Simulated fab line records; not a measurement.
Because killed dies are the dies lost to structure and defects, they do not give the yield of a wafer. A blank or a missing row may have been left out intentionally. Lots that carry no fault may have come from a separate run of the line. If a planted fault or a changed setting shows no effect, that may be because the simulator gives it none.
Struck lot and sound lot, side by side || flow sky130 || 20 out of 708 route steps
Sound: wafers L597.4, L597.5, L597.6. Struck: wafers L602.1, L602.3, L602.6. The cause is given at the end.
Order at every step that has rows: each side's tool, ch and its chambers, its first start. Under that, the readings that differ: sound wafers || struck wafers || difference of the means || sigmas: that difference in standard deviations of wafers without a fault.
alike: readings whose means differ by less than 2 such deviations, and words and numbers that are the same on both sides. not compared: withheld readings, readings that some wafer has no value for, bounds like >300 that may hide the same value, and numbers for which the record gives no deviation and whose values overlap.
A row with sigmas, a row that says differs or no value, or rows on one side alone: a step with any of these is where the two part. When numbers do not overlap yet have no deviation, they are printed without sigmas and do not part them. Lack of a reading on every wafer of one side parts them only where that side has two or more wafers.

first, 2 steps without rows for these wafers: SKY_GATE_OXIDE_IMPLANT_11; SKY_GATE_OXIDE_WET_ETCH_12 (etches SiO2 in dHF, target depth 16.8 nm, time 336 s).
SKY_GATE_OXIDE_STRIP_13: strips in O2/N2.
  sound on plasma-asher-04 ch 0,1, day 14 11:44; struck on plasma-asher-04 ch 1, day 16 00:49
  alike: chamber-pressure-mTorr, drypump-motor-current-A, n2-flow-sccm, oes-product-au, strip-time-to-endpoint-s
  not compared: rf-hours-counter-h
SKY_GATE_OXIDE_TW_MEAS_14:
  sound on film-metro-02, day 14 11:50; struck on film-metro-02, day 16 00:55
  alike: GATE_OXIDE_TW
then, 3 steps without rows for these wafers: SKY_GATE_OXIDE_CLEAN_15 (cleans in SC1/SC2, time 150 s); SKY_GATE_OXIDE_OXIDATION_16 (stabilise 600 s, purge 300 s, target thk 3.57 nm); SKY_POLY_GATE_CVD_00 (deposits poly-Si, target thk 180 nm, time 720 s).
SKY_POLY_GATE_THK_MEAS_01:
  sound on film-metro-03, day 15 09:54; struck on film-metro-01, day 16 08:25
  alike: POLY_GATE_CVD_00_THK
then, 4 steps without rows for these wafers: SKY_RES_PROTECT_DEHYDRATE_00 (time 60 s); SKY_RES_PROTECT_HMDS_01 (prime time 60 s); SKY_RES_PROTECT_COAT_02 (resist thk 1140 nm); SKY_RES_PROTECT_SOFTBAKE_03 (time 60 s).
SKY_RES_PROTECT_EXPOSE_04: exposes mask RPM, target cd 1270 nm.
  sound on iline-stepper-02 ch 0, day 15 23:25; struck on iline-stepper-02 ch 0, day 16 21:46
{"reading": "mask", "sound": "RPM#0 RPM#0 RPM#0", "struck": "TUNM#0 TUNM#0 TUNM#0", "difference": "differs", "sigmas": ""}
then, 3 steps without rows for these wafers: SKY_RES_PROTECT_PEB_05; SKY_RES_PROTECT_DEVELOP_06 (develop time 60 s); SKY_POLY_GATE_IMPLANT_02.
SKY_RES_PROTECT_STRIP_07: strips in O2/N2.
  sound on plasma-asher-01 ch 0,1, day 16 12:45; struck on plasma-asher-01 ch 0,1, day 17 11:35
{"reading": "strip-time-to-endpoint-s (s)", "sound": "23.21 23.18 23.22", "struck": "23.32 23.31 23.26", "difference": "+0.09", "sigmas": "+2"}
  alike: chamber-pressure-mTorr, drypump-motor-current-A, n2-flow-sccm, oes-product-au
  not compared: rf-hours-counter-h
SKY_RES_PROTECT_TW_MEAS_08:
  sound on film-metro-02, day 16 12:51; struck on film-metro-02, day 17 11:41
{"reading": "POLY_GATE_TW", "sound": "3987 3968 3985", "struck": "30 30 30", "difference": -3950, "sigmas": "-99 or more"}
then, 1 step without rows for these wafers: SKY_RES_PROTECT_CLEAN_09 (cleans in SC1/SC2, time 150 s).
-- record jumps: 30 days separate the struck wafers' starts on either side; left off in module RES_PROTECT, taken up again in module PAD_OPEN, whose first shown step is the route's number 708 --
SKY_PAD_OPEN_PROBE_99:
  the record has rows for the struck wafers here (prober-02, day 47 12:17) and none for the sound ones

== WHERE THEY PART ==
At SKY_RES_PROTECT_EXPOSE_04 first; at SKY_PAD_OPEN_PROBE_99 last (within this record only).

WHY: what the simulator had put in
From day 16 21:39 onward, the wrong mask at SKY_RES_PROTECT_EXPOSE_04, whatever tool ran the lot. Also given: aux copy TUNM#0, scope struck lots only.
